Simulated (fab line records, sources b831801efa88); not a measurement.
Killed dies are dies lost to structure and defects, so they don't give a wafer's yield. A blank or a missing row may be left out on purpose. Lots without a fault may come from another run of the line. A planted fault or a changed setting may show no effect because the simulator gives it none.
fab line records | flow sky130
record lots=12 wafers=36 last_day=50
route steps=708 shown SONOS_ONO@168 VIA3@587 METAL4@602 CAP2M@605 PAD_OPEN@708
lots that met no fault: from a run of the same line without faults
start_h: hours from the record's first day to the start of the lot's first wafer shown | wait_h: hours since the lot's step before | " the same as in the row above | L1.1+2: a row that stands for several wafers | - no value, or no start given | * or withheld: withheld | < > ~ a bound
route shown NAME@n: a module of which the file shows steps, and the number in the route of the first | usual: mean/standard deviation of fault-free wafers | same: alike in all rows | chamber/n: place in a boat | sites: the reading at each site | _std_site: their standard deviation | _edge_site: outer sites' mean less inner sites' | radius_mm: how far each site lies from the wafer's centre | mask NAME#n: copy n | behind: the tool/chamber that last shaped the wafer | hold: why the lot was held/for how many hours/how that ended | device: the transistor (n, p or np) that didn't switch | end of line: the same wafers' tests at the end of the route | a step without rows: its recipe alone | killed: dies lost to structure and defects at the first sort, not the wafer's yield | map: a wafer's dies, x killed, . not, _ none there
set.NAME: the setting as run; set.NAME@STEP: as run at that earlier step | model.NAME: the simulator's own value behind a step, which no gauge read
steps of the route over a sample of lots; a table a step, a row a wafer
services: from which hour (start_h, from the record's first day; less than 0 if before it) a tool's chamber was out of use, for how many hours, and why
## steps
# step SKY_SONOS_ONO_OXIDATION_00
# recipe temp_c=800 ambient=O2 idle_temp_c=700 ramp_up_c_per_min=10 ramp_down_c_per_min=3 stabilise_s=600 purge_s=300 target_thk_a=26 ox_time_s=1249
# usual spike_tc_lower_C=800.7/1 spike_tc_top_C=813.7/1.5 zone_power_centre_pct=14.2/0.52
# same stabilise_s=600
# columns lot.wafer tool chamber start_h wait_h spike_tc_lower_C spike_tc_top_C zone_power_centre_pct
L761.2 furnace-01 0 245.74 1.5 800.7 814.1 14.6
L761.3 " 0 " " 799.7 813.5 14.7
L761.6 " 0 " " 799.7 814.9 14.5
L762.2 furnace-01 0 261.31 0.9 802.0 813.8 14.7
L762.3 " 0 " " 800.0 814.1 14.5
L762.6 " 0 " " 800.7 813.6 14.7
L763.1 furnace-02 0 267.53 0.0 799.7 815.8 13.5
L763.5 " 0 " " 801.4 813.6 13.8
L763.6 " 0 " " 800.2 815.0 13.9
L764.2 furnace-02 0 269.94 0.0 801.2 813.6 13.9
L764.4 " 0 " " 800.6 816.1 13.7
L764.6 " 0 " " 801.1 813.8 13.9
L765.1 furnace-01 0 284.20 0.9 800.3 813.1 14.8
L765.3 " 0 " " 799.3 812.2 14.7
L765.5 " 0 " " 800.8 815.1 14.4
L767.3 furnace-01 0 300.09 1.1 799.9 812.8 14.7
L767.4 " 0 " " 801.6 812.1 14.6
L767.5 " 0 " " 800.1 811.1 14.7
L773.3 furnace-02 0 343.06 1.0 800.5 814.2 13.6
L773.4 " 0 " " 800.7 814.8 13.8
L773.5 " 0 " " 800.6 815.0 13.7
L774.1 furnace-02 0 353.17 0.8 799.0 812.4 13.5
L774.2 " 0 " " 800.6 814.1 13.5
L774.3 " 0 " " 801.4 815.4 13.5
L775.3 furnace-01 0 356.23 0.0 800.0 814.3 14.6
L775.4 " 0 " " 798.7 813.9 14.8
L775.6 " 0 " " 799.5 812.8 14.5
L781.1 furnace-01 0 411.72 3.5 802.5 812.8 14.8
L781.2 " 0 " " 799.5 812.1 14.7
L781.3 " 0 " " 802.2 813.4 14.6
L783.1 furnace-02 0 423.40 0.5 801.4 816.9 13.5
L783.3 " 0 " " 799.6 813.6 13.5
L783.6 " 0 " " 800.9 814.3 13.4
L784.1 furnace-02 0 448.81 0.1 801.6 814.5 13.6
L784.2 " 0 " " 801.1 813.9 13.4
L784.4 " 0 " " 799.7 815.4 13.6
# step SKY_VIA3_ETCH_14
# recipe chemistry=N2/H2 target=BARC ion_energy_ev=200 source_w=500 bias_w=100 pressure_mtorr=30 n2_flow_sccm=100 h2_flow_sccm=200 stop_on=SiO2 time_s=45.9 target_depth_a=600
# usual chamber_pressure_mTorr=30.001/0.028 drypump_motor_current_A=5.7/0.35 oes_product_au=0.854/0.0044 throttle_valve_pct=13.227/0.009
# columns lot.wafer tool chamber start_h wait_h chamber_pressure_mTorr drypump_motor_current_A oes_product_au rf_hours_counter_h throttle_valve_pct
L761.2 rie_diel-02 3 924.94 0.0 29.999 5.3 0.855 14 13.219
L761.3 " 2 " " 29.999 5.8 0.864 6 13.234
L761.6 " 1 " " 29.992 5.9 0.849 - 13.236
L762.2 rie_diel-03 0 936.64 0.0 29.977 6.4 0.856 20 13.218
L762.3 " 3 " " 29.958 5.6 0.848 17 13.219
L762.6 " 1 " " 30.027 5.6 0.850 - 13.230
L763.1 rie_diel-04 3 941.94 0.0 29.973 5.4 0.864 24 13.212
L763.5 " 2 " " 30.007 5.6 0.854 - 13.246
L763.6 " 1 " " 29.989 5.7 0.859 - 13.228
L764.2 rie_diel-03 3 943.39 0.0 29.988 5.6 0.852 17 13.228
L764.4 " 0 " " 30.012 6.4 0.848 20 13.220
L764.6 " 3 " " 29.983 5.6 0.853 - 13.221
L765.1 rie_diel-03 1 962.54 0.0 29.975 5.6 0.861 5 13.227
L765.3 " 3 " " 30.004 5.6 0.856 17 13.234
L765.5 " 2 " " 30.017 4.8 0.849 - 13.223
L767.3 rie_diel-02 2 971.34 0.0 29.993 5.8 0.862 8 13.227
L767.4 " 0 " " 29.985 6.2 0.852 13 13.235
L767.5 " 0 " " 30.000 6.2 0.852 - 13.226
L773.3 rie_diel-02 3 1010.14 0.0 30.005 5.3 0.851 16 13.236
L773.4 " 1 " " 29.982 5.9 0.848 25 13.224
L773.5 " 3 " " 30.018 5.3 0.858 - 13.217
L774.1 rie_diel-02 2 1018.19 0.0 30.007 5.9 0.859 9 13.213
L774.2 " 1 " " 29.998 5.9 0.846 25 13.232
L774.3 " 0 " " 29.954 6.2 0.854 14 13.210
L775.3 rie_diel-04 1 1023.44 0.0 29.989 5.7 0.851 24 13.225
L775.4 " 2 " " 29.957 5.6 0.862 10 13.210
L775.6 " 1 " " 29.980 5.7 0.852 - 13.228
L781.1 rie_diel-03 2 1065.64 0.0 30.034 4.8 0.854 16 13.234
L781.2 " 1 " " 29.984 5.6 0.852 8 13.230
L781.3 " 3 " " 30.017 5.6 0.856 21 13.230
L783.1 rie_diel-04 1 1077.64 0.0 29.998 5.7 0.853 26 13.232
L783.3 " 3 " " 29.994 5.4 0.854 28 13.220
L783.6 " 0 " " 30.000 5.7 0.852 - 13.221
L784.1 rie_diel-03 2 1090.44 0.0 29.997 4.8 0.859 17 13.217
L784.2 " 3 " " 30.021 5.6 0.850 22 13.226
L784.4 " 1 " " 30.018 5.6 0.850 9 13.228
# step SKY_METAL4_SPUTTER_04
# recipe material=TiN target_thk_nm=70 power_w=6500 time_s=58.3 chamber_pressure_pa=0.4
# usual throttle_valve_pct=29.7/1.2
# columns lot.wafer tool chamber start_h wait_h throttle_valve_pct
L761.2 pvd_sputter-04 - 926.40 0.0 30.1
L761.3 " - " " 30.0
L761.6 " - " " 27.9
L762.2 pvd_sputter-04 - 938.14 0.0 30.2
L762.3 " - " " 27.8
L762.6 " - " " 30.2
L763.1 pvd_sputter-04 - 943.76 0.0 27.7
L763.5 " - " " 30.2
L763.6 " - " " 30.8
L764.2 pvd_sputter-02 - 945.20 0.0 30.9
L764.4 " - " " 31.4
L764.6 " - " " 30.5
L765.1 pvd_sputter-04 - 964.04 0.0 29.9
L765.3 " - " " 30.8
L765.5 " - " " 27.8
L767.3 pvd_sputter-01 - 972.80 0.0 26.9
L767.4 " - " " 30.7
L767.5 " - " " 30.8
L773.3 pvd_sputter-04 - 1011.60 0.0 27.9
L773.4 " - " " 31.0
L773.5 " - " " 27.8
L774.1 pvd_sputter-04 - 1019.77 0.0 30.1
L774.2 " - " " 30.0
L774.3 " - " " 30.7
L775.3 pvd_sputter-04 - 1025.15 0.0 30.3
L775.4 " - " " 30.1
L775.6 " - " " 30.3
L781.1 pvd_sputter-02 - 1067.11 0.0 30.8
L781.2 " - " " 30.2
L781.3 " - " " 31.2
L783.1 pvd_sputter-04 - 1079.11 0.0 27.8
L783.3 " - " " 30.6
L783.6 " - " " 27.8
L784.1 pvd_sputter-04 - 1091.95 0.0 30.5
L784.2 " - " " 30.9
L784.4 " - " " 28.2
# step SKY_CAP2M_SPUTTER_02
# recipe material=TiN target_thk_nm=200 temp_c=300 power_w=6500 time_s=166.7 chamber_pressure_pa=0.4
# usual susceptor_temp_C=300.00/0.2 throttle_valve_pct=29.9/1.1
# columns lot.wafer tool chamber start_h wait_h susceptor_temp_C throttle_valve_pct
L761.2 pvd_sputter-03 - 926.53 0.0 300.08 30.4
L761.3 " - " " 300.33 30.8
L761.6 " - " " 299.99 30.0
L762.2 pvd_sputter-03 - 938.27 0.0 299.57 30.2
L762.3 " - " " 300.11 30.8
L762.6 " - " " 299.49 30.3
L763.1 pvd_sputter-03 - 943.89 0.1 299.95 31.0
L763.5 " - " " 299.92 30.2
L763.6 " - " " 300.05 30.7
L764.2 pvd_sputter-01 - 945.33 0.0 299.86 28.9
L764.4 " - " " 300.14 29.0
L764.6 " - " " 300.03 27.0
L765.1 pvd_sputter-03 - 964.17 0.1 300.46 30.1
L765.3 " - " " 300.09 30.2
L765.5 " - " " 300.17 30.9
L767.3 pvd_sputter-03 - 972.93 0.0 300.24 30.1
L767.4 " - " " 299.84 30.7
L767.5 " - " " 300.05 30.9
L773.3 pvd_sputter-01 - 1011.74 0.0 299.64 29.5
L773.4 " - " " 300.36 31.0
L773.5 " - " " 300.41 30.8
L774.1 pvd_sputter-01 - 1019.91 0.1 300.29 29.4
L774.2 " - " " 299.98 30.7
L774.3 " - " " 300.11 29.1
L775.3 pvd_sputter-01 - 1025.28 0.0 300.18 27.2
L775.4 " - " " 300.11 30.7
L775.6 " - " " 300.01 30.8
L781.1 pvd_sputter-03 - 1067.24 0.1 300.15 30.9
L781.2 " - " " 299.92 30.2
L781.3 " - " " 300.22 30.2
L783.1 pvd_sputter-01 - 1079.24 0.1 299.86 30.9
L783.3 " - " " 299.90 27.1
L783.6 " - " " 300.06 29.1
L784.1 pvd_sputter-01 - 1092.08 0.1 299.73 29.3
L784.2 " - " " 299.82 30.7
L784.4 " - " " 299.91 27.1
# step SKY_PAD_OPEN_PROBE_99
# usual killed_at_M0_to_M3=45/6.8 killed_at_M4_up=3.0/1.7 killed_at_contacts=25/5.7 killed_at_front_end=15/4.6 killed_at_other=0.3/0.66 killed_dies=88/9.5 killed_on_rim=17/3.6 killed_open=48/7.3 killed_short=39/6.5
# same gross_dies=492 killed_at_back_side=0
# columns lot.wafer tool chamber start_h wait_h killed_at_M0_to_M3 killed_at_M4_up killed_at_contacts killed_at_front_end killed_at_other killed_dies killed_on_rim killed_open killed_short
L773.3 prober-02 - 1142.40 0.2 35 2 24 111 0 172 34 44 31
L773.4 prober-02 - 1142.45 0.2 39 3 24 106 0 172 28 46 40
L773.5 prober-02 - 1142.50 0.2 35 1 23 125 0 184 40 43 34
L774.1 prober-01 - 1151.30 0.1 33 2 24 106 0 165 31 37 34
L774.2 prober-01 - 1151.35 0.1 48 1 12 98 0 159 35 33 40
L774.3 prober-01 - 1151.40 0.2 43 4 22 112 1 182 35 48 39
L775.3 prober-02 - 1154.20 0.2 38 0 21 18 0 77 15 41 36
L775.4 prober-02 - 1154.25 0.2 33 0 27 16 0 76 15 40 36
L775.6 prober-02 - 1154.35 0.2 56 0 20 17 1 94 21 59 35
# killed by level:class
L773.3 SONOS_ONO:unspecified=97 VIA1:geometric_particle:open=9 LOCAL_INTERCONNECT:geometric_particle:short=6 VIA1:geometric_particle:short=6 VIA2:geometric_particle:open=6 POLY_GATE:geometric_particle:open=5 CONTACT:geometric_particle:open=5 VIA3:geometric_particle:open=5
L773.4 SONOS_ONO:unspecified=86 CONTACT:geometric_particle:open=10 VIA1:geometric_particle:open=8 LI_CONTACT:geometric_particle:open=5 VIA3:geometric_particle:open=5 VIA1:geometric_particle:short=5 METAL2:geometric_particle:short=5 VIA2:geometric_particle:open=5
L773.5 SONOS_ONO:unspecified=107 VIA2:geometric_particle:open=8 VIA1:geometric_particle:open=7 LI_CONTACT:geometric_particle:open=6 VIA1:geometric_particle:short=6 CONTACT:geometric_particle:open=5 VIA3:geometric_particle:open=5 FIELD_ISO:geometric_particle:short=4
L774.1 SONOS_ONO:unspecified=94 CONTACT:geometric_particle:open=12 VIA1:geometric_particle:open=6 METAL1:geometric_particle:short=5 VIA1:geometric_particle:short=5 VIA2:geometric_particle:open=5 POLY_GATE:geometric_particle:short=4 LI_CONTACT:geometric_particle:open=4
L774.2 SONOS_ONO:unspecified=86 VIA1:geometric_particle:open=9 VIA2:geometric_particle:open=8 FIELD_ISO:geometric_particle:short=5 METAL1:geometric_particle:short=5 METAL2:geometric_particle:short=5 VIA3:geometric_particle:open=5 VIA3:geometric_particle:short=5
L774.3 SONOS_ONO:unspecified=95 VIA1:geometric_particle:open=10 VIA2:geometric_particle:open=8 CONTACT:geometric_particle:open=7 POLY_GATE:geometric_particle:open=6 CONTACT:geometric_particle:short=6 VIA3:geometric_particle:open=5 LI_CONTACT:geometric_particle:short=5
L775.3 VIA2:geometric_particle:open=8 VIA1:geometric_particle:short=8 CONTACT:geometric_particle:open=7 VIA1:geometric_particle:open=7 FIELD_ISO:geometric_particle:short=5 LI_CONTACT:geometric_particle:open=5 LOCAL_INTERCONNECT:geometric_particle:short=5 VIA3:geometric_particle:open=5
L775.4 CONTACT:geometric_particle:open=10 METAL1:geometric_particle:short=7 LI_CONTACT:geometric_particle:open=7 VIA2:geometric_particle:open=7 VIA1:geometric_particle:open=6 LOCAL_INTERCONNECT:geometric_particle:short=5 CONTACT:geometric_particle:short=5 FIELD_ISO:geometric_particle:short=4
L775.6 VIA1:geometric_particle:open=13 VIA3:geometric_particle:open=10 LI_CONTACT:geometric_particle:open=8 VIA2:geometric_particle:open=7 METAL1:geometric_particle:short=7 CONTACT:geometric_particle:open=6 VIA1:geometric_particle:short=6 FIELD_ISO:geometric_particle:open=4
## services
# columns tool chamber start_h hours kind
pvd_sputter-04 - 233.25 4.9 repair
furnace-02 - 234.68 3.9 pm
pvd_sputter-03 - 299.47 3.4 repair
pvd_sputter-04 - 313.52 3.4 repair
pvd_sputter-01 - 330.39 19.8 repair
pvd_sputter-04 - 356.37 2.2 repair
furnace-01 - 371.55 4.0 pm
furnace-02 - 403.24 3.6 pm
furnace-02 - 408.16 7.9 repair
pvd_sputter-03 - 438.77 3.3 repair
pvd_sputter-03 - 460.93 4.3 repair
furnace-02 - 461.77 1.9 pm
pvd_sputter-03 - 476.91 1.1 repair
furnace-01 - 482.76 6.0 pm
pvd_sputter-04 - 528.03 17.5 repair
pvd_sputter-01 - 563.10 3.6 repair
pvd_sputter-04 - 629.05 3.4 repair
pvd_sputter-01 - 708.20 3.8 repair
pvd_sputter-01 - 711.04 26.1 repair
pvd_sputter-04 - 711.39 7.0 repair
pvd_sputter-04 - 826.34 2.9 repair
pvd_sputter-01 - 851.15 2.5 repair
pvd_sputter-01 - 1049.02 1.7 repair
pvd_sputter-01 - 1062.95 0.6 repair
## key
first_sign step=SKY_PAD_OPEN_PROBE_99 reading=killed_at_front_end direction=up sigmas=21 usual=15 struck=110
effect step=SKY_PAD_OPEN_PROBE_99 reading=killed_dies direction=up sigmas=8.8 usual=88 struck=172
met_at SKY_SONOS_ONO_OXIDATION_00
struck_lots L773,L774
tester_left_out L773,L774
not_acting_at SKY_VIA3_ETCH_14,SKY_METAL4_SPUTTER_04,SKY_CAP2M_SPUTTER_02
onset_between 269.94 343.06
fault kind=chamber_particle_source tool=furnace-02 chamber=- onset_h=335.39 steps=SKY_SONOS_ONO_OXIDATION_00 rate_per_visit_cm2=0.44361 end_h=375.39
# tester_left_out: of these lots the tester's yield and bins aren't shown, on N5 and GAA mostly nor the transistor test; their killed dies are dies lost to structure and defects alone, not to doping, threshold or leakage, so they don't give the yield
